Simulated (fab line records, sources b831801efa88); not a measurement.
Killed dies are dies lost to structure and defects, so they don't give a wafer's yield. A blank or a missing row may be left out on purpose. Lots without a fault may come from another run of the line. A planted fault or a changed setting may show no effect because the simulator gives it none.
Which tool did it? | flow sky130 | 15 lots, 45 wafers sampled, at 7 steps of a route of 708

WHAT THE GAUGES READ, wafer by wafer
SKY_FIELD_ISO_THK_MEAS_23. Usual: FIELD_ISO_OXIDATION_01_THK 10.04 nm, standard deviation 0.18.
lot  | measured    | on            | FIELD_ISO_OXIDATION_01_THK (nm) | flag
L687 | day 2 14:32 | film_metro-01 | 9.92 10.12 10.04                |
L688 | day 2 17:25 | film_metro-01 | 9.83 9.90 9.95                  |
L689 | day 2 21:44 | film_metro-02 | 9.83 9.79 9.86                  |
L690 | day 3 02:22 | film_metro-01 | 9.96 9.92 10.00                 |
L692 | day 3 13:15 | film_metro-03 | 10.12 10.15 10.11               |
L693 | day 3 20:32 | film_metro-03 | 10.35 10.30 10.51               |
L695 | day 4 08:32 | film_metro-03 | 9.99 10.02 9.96                 |
L696 | day 4 11:52 | film_metro-02 | 9.96 10.02 9.90                 |
L699 | day 5 03:01 | film_metro-01 | 10.06 10.19 9.88                |
L702 | day 5 18:37 | film_metro-02 | 10.08 10.25 10.13               |
L703 | day 5 23:20 | film_metro-03 | 10.21 10.12 10.30               |
L704 | day 6 05:44 | film_metro-01 | 9.58 9.54 9.65                  |
L705 | day 6 10:54 | film_metro-01 | 10.22 10.09 10.16               |
L708 | day 7 00:19 | film_metro-03 | 9.79 9.96 9.83                  |
L709 | day 7 04:32 | film_metro-01 | 10.18 10.04 10.07               |

SKY_VT_ADJUST_LVTN_TW_MEAS_10. Usual: VT_ADJUST_LVTN_TW 239, standard deviation 3.3.
lot  | measured     | on            | VT_ADJUST_LVTN_TW | flag
L687 | day 7 04:21  | film_metro-04 | 236 236 236       |
L688 | day 7 09:19  | film_metro-04 | 235 235 235       |
L689 | day 7 14:29  | film_metro-04 | 237 236 236       |
L690 | day 7 22:08  | film_metro-04 | 236 236 235       |
L692 | day 8 09:40  | film_metro-02 | 243 242 242       |
L693 | day 8 19:13  | film_metro-02 | 242 241 241       |
L695 | day 9 11:36  | film_metro-04 | 238 236 237       |
L696 | day 9 13:28  | film_metro-02 | 241 240 240       |
L699 | day 10 10:53 | film_metro-04 | 238 238 238       |
L702 | day 11 03:32 | film_metro-04 | 237 236 237       |
L703 | day 11 10:30 | film_metro-04 | 237 237 237       |
L704 | day 11 17:08 | film_metro-02 | 243 242 242       |
L705 | day 12 00:19 | film_metro-04 | 238 237 237       |
L708 | day 12 18:26 | film_metro-04 | 237 237 237       |
L709 | day 12 22:36 | film_metro-04 | 237 236 237       |

SKY_LDD_P_CD_MEAS_07: target cd 380 nm. Usual: cd_nm 380.5 nm, standard deviation 2.9.
lot  | measured     | on        | cd_nm (nm)        | flag
L687 | day 19 10:40 | cd_sem-01 | 380.3 380.9 379.1 |
L688 | day 19 14:15 | cd_sem-01 | 380.3 380.2 379.2 |
L689 | day 19 22:09 | cd_sem-01 | 378.1 379.1 379.1 |
L690 | day 20 06:44 | cd_sem-01 | 376.3 377.4 376.1 |
L692 | day 21 09:43 | cd_sem-01 | 383.1 382.5 384.0 |
L693 | day 21 17:01 | cd_sem-02 | 375.7 378.4 380.3 |
L695 | day 22 10:54 | cd_sem-02 | 379.0 376.6 378.0 |
L696 | day 22 14:03 | cd_sem-02 | 379.7 380.2 379.3 |
L699 | day 23 23:57 | cd_sem-02 | 377.5 379.5 379.2 |
L702 | day 24 18:39 | cd_sem-01 | - - -             | OFF
L703 | day 25 03:10 | cd_sem-02 | - - -             | OFF
L704 | day 25 11:09 | cd_sem-02 | - - -             | OFF
L705 | day 25 17:14 | cd_sem-02 | 379.7 377.9 378.9 |
L708 | day 26 14:11 | cd_sem-02 | 384.0 384.8 385.9 |
L709 | day 26 22:07 | cd_sem-02 | 383.4 384.2 380.5 |

SKY_LDD_HVN_TW_MEAS_10. Usual: LDD_HVN_TW 1431, standard deviation 8.5.
lot  | measured     | on            | LDD_HVN_TW     | flag
L687 | day 20 17:02 | film_metro-04 | 1427 1421 1430 |
L688 | day 20 21:10 | film_metro-02 | 1434 1437 1436 |
L689 | day 21 05:08 | film_metro-01 | 1444 1441 1441 |
L690 | day 21 13:25 | film_metro-04 | 1414 1417 1422 |
L692 | day 22 16:12 | film_metro-04 | 1423 1423 1421 |
L693 | day 22 23:39 | film_metro-01 | 1428 1433 1427 |
L695 | day 23 16:49 | film_metro-02 | 1419 1421 1418 |
L696 | day 23 20:31 | film_metro-04 | 1424 1415 1414 |
L699 | day 25 05:22 | film_metro-01 | 1436 1434 1433 |
L702 | day 26 00:10 | film_metro-02 | 1480 1483 1479 | OFF
L703 | day 26 08:39 | film_metro-01 | 1465 1463 1458 | OFF
L704 | day 26 16:25 | film_metro-04 | 1450 1463 1463 | OFF
L705 | day 26 22:14 | film_metro-02 | 1440 1453 1440 |
L708 | day 27 19:35 | film_metro-01 | 1439 1437 1428 |
L709 | day 28 02:50 | film_metro-02 | 1428 1431 1426 |

SKY_LDD_HVP_TW_MEAS_10. Usual: LDD_HVP_TW 456, standard deviation 3.4.
lot  | measured     | on            | LDD_HVP_TW  | flag
L687 | day 21 23:43 | film_metro-03 | 457 458 459 |
L688 | day 22 04:14 | film_metro-03 | 460 458 459 |
L689 | day 22 11:29 | film_metro-02 | 458 457 458 |
L690 | day 22 19:25 | film_metro-03 | 459 461 461 |
L692 | day 23 21:54 | film_metro-02 | 455 450 451 |
L693 | day 24 06:00 | film_metro-02 | 456 456 457 |
L695 | day 24 22:32 | film_metro-04 | 453 449 448 |
L696 | day 25 02:28 | film_metro-03 | 460 456 458 |
L699 | day 26 10:29 | film_metro-03 | 456 457 459 |
L702 | day 27 04:28 | film_metro-04 | 690 694 693 | OFF
L703 | day 27 13:24 | film_metro-02 | 692 695 692 | OFF
L704 | day 27 21:05 | film_metro-04 | 693 695 698 | OFF
L705 | day 28 02:29 | film_metro-04 | 453 451 454 |
L708 | day 28 23:44 | film_metro-04 | 451 452 451 |
L709 | day 29 06:54 | film_metro-04 | 453 452 451 |

WHICH TOOL RAN EACH LOT (tool, then ch and the chambers of the sampled wafers, then the start)
lot  | SKY_FIELD_ISO_ETCH_14             | SKY_LDD_P_COAT_02
L687 | rie_diel-02 ch 2,3, day 2 11:53   | litho_track-02 ch 0, day 18 18:35
L688 | rie_diel-02 ch 1,2,3, day 2 15:40 | litho_track-01 ch 0, day 18 23:08
L689 | rie_diel-01 ch 0,1, day 2 20:02   | litho_track-01 ch 0, day 19 06:56
L690 | rie_diel-01 ch 0,1,3, day 3 00:40 | litho_track-01 ch 0, day 19 15:05
L692 | rie_diel-01 ch 2,3, day 3 11:29   | litho_track-02 ch 0, day 20 17:56
L693 | rie_diel-04 ch 1,2,3, day 3 17:59 | litho_track-04 ch 0, day 21 00:47
L695 | rie_diel-04 ch 0,1,3, day 4 03:50 | litho_track-02 ch 0, day 21 20:12
L696 | rie_diel-04 ch 0,1,3, day 4 10:08 | litho_track-01 ch 0, day 21 22:59
L699 | rie_diel-04 ch 1,2,3, day 5 00:14 | litho_track-01 ch 0, day 23 09:02
L702 | rie_diel-01 ch 0,3, day 5 16:40   | litho_track-04, day 24 03:27
L703 | rie_diel-02 ch 0,1,3, day 5 21:37 | litho_track-01, day 24 12:40
L704 | rie_diel-01 ch 1,2,3, day 6 03:47 | litho_track-01, day 24 20:08
L705 | rie_diel-04 ch 0,1,3, day 6 08:31 | litho_track-01 ch 0, day 25 02:29
L708 | rie_diel-02 ch 1,3, day 6 21:47   | litho_track-04 ch 0, day 26 00:12
L709 | rie_diel-01 ch 0,2,3, day 7 02:47 | litho_track-04 ch 0, day 26 08:02
- SKY_FIELD_ISO_ETCH_14: etches BARC in N2/H2, stops on SiO2, time 45.9 s, target depth 60 nm.
- SKY_LDD_P_COAT_02: resist thk 1140 nm.

WHAT THE TOOLS THEMSELVES READ (means of the sampled wafers that have a number; where no wafer has one, the mark that the record gives instead)
SKY_FIELD_ISO_ETCH_14. Usual: drypump_motor_current_A 5.7 A, standard deviation 0.33; oes_product_au 0.855 a.u., standard deviation 0.0044; throttle_valve_pct 13.225 %, standard deviation 0.0091.
lot  | tool        | drypump_motor_current_A (A) | oes_product_au (a.u.) | throttle_valve_pct (%) | flag
L687 | rie_diel-02 | 6.2                         | 0.854                 | 13.227                 |
L688 | rie_diel-02 | 6.0                         | 0.852                 | 13.227                 |
L689 | rie_diel-01 | 5.9                         | 0.858                 | 13.227                 |
L690 | rie_diel-01 | 5.8                         | 0.853                 | 13.227                 |
L692 | rie_diel-01 | 5.8                         | 0.857                 | 13.217                 |
L693 | rie_diel-04 | 5.4                         | 0.854                 | 13.222                 |
L695 | rie_diel-04 | 5.5                         | 0.855                 | 13.228                 |
L696 | rie_diel-04 | 5.5                         | 0.858                 | 13.224                 |
L699 | rie_diel-04 | 5.4                         | 0.859                 | 13.228                 |
L702 | rie_diel-01 | 5.8                         | 0.857                 | 13.225                 |
L703 | rie_diel-02 | 5.7                         | 0.850                 | 13.226                 |
L704 | rie_diel-01 | 5.9                         | 0.855                 | 13.219                 |
L705 | rie_diel-04 | 5.5                         | 0.853                 | 13.228                 |
L708 | rie_diel-02 | 5.7                         | 0.857                 | 13.229                 |
L709 | rie_diel-01 | 5.8                         | 0.854                 | 13.225                 |

SKY_LDD_P_COAT_02. Usual: chill_plate_temp_C 23.01 C, standard deviation 0.1; dispense_pressure_kPa 51 kPa, standard deviation 5.2.
lot  | tool           | chill_plate_temp_C (C) | dispense_pressure_kPa (kPa) | flag
L687 | litho_track-02 | 23.07                  | 49                          |
L688 | litho_track-01 | 23.04                  | 57                          |
L689 | litho_track-01 | 22.99                  | 57                          |
L690 | litho_track-01 | 22.98                  | 57                          |
L692 | litho_track-02 | 23.00                  | 49                          |
L693 | litho_track-04 | 22.88                  | 46                          |
L695 | litho_track-02 | 23.11                  | 49                          |
L696 | litho_track-01 | 23.14                  | 57                          |
L699 | litho_track-01 | 22.97                  | 57                          |
L702 | litho_track-04 | -                      | -                           | OFF
L703 | litho_track-01 | -                      | -                           | OFF
L704 | litho_track-01 | -                      | -                           | OFF
L705 | litho_track-01 | 23.02                  | 57                          |
L708 | litho_track-04 | 23.00                  | 46                          |
L709 | litho_track-04 | 23.08                  | 46                          |

THE ANSWER, worked out from the rows above alone
Rule: a lot is off if the mean of its wafers that have a number lies more than 3 standard deviations from the usual mean. A lot without any number at a reading at which 4 lots or more have one is off too. The other lots that the step has rows for count as sound. The gauges are gone through in route order, then the tools' own readings, and for those a lot's mean is taken as printed above. The first step at which some lot is off is used, and at that step the reading that is off furthest; a lot without a number counts as furthest.
Off: L702, L703, L704, at SKY_LDD_P_CD_MEAS_07 (cd_nm). Without a number there: L702, L703, L704.
A tool fits if, at a process step before that reading, it ran every lot that is off, and no sound lot after the first of them. The gauges at SKY_LDD_P_CD_MEAS_07 aren't tried: what is off there is off at SKY_LDD_HVN_TW_MEAS_10 too, on other tools, and a gauge's error can't cause that. None of those tried fits.

WHAT THE SIMULATOR HAD PUT IN
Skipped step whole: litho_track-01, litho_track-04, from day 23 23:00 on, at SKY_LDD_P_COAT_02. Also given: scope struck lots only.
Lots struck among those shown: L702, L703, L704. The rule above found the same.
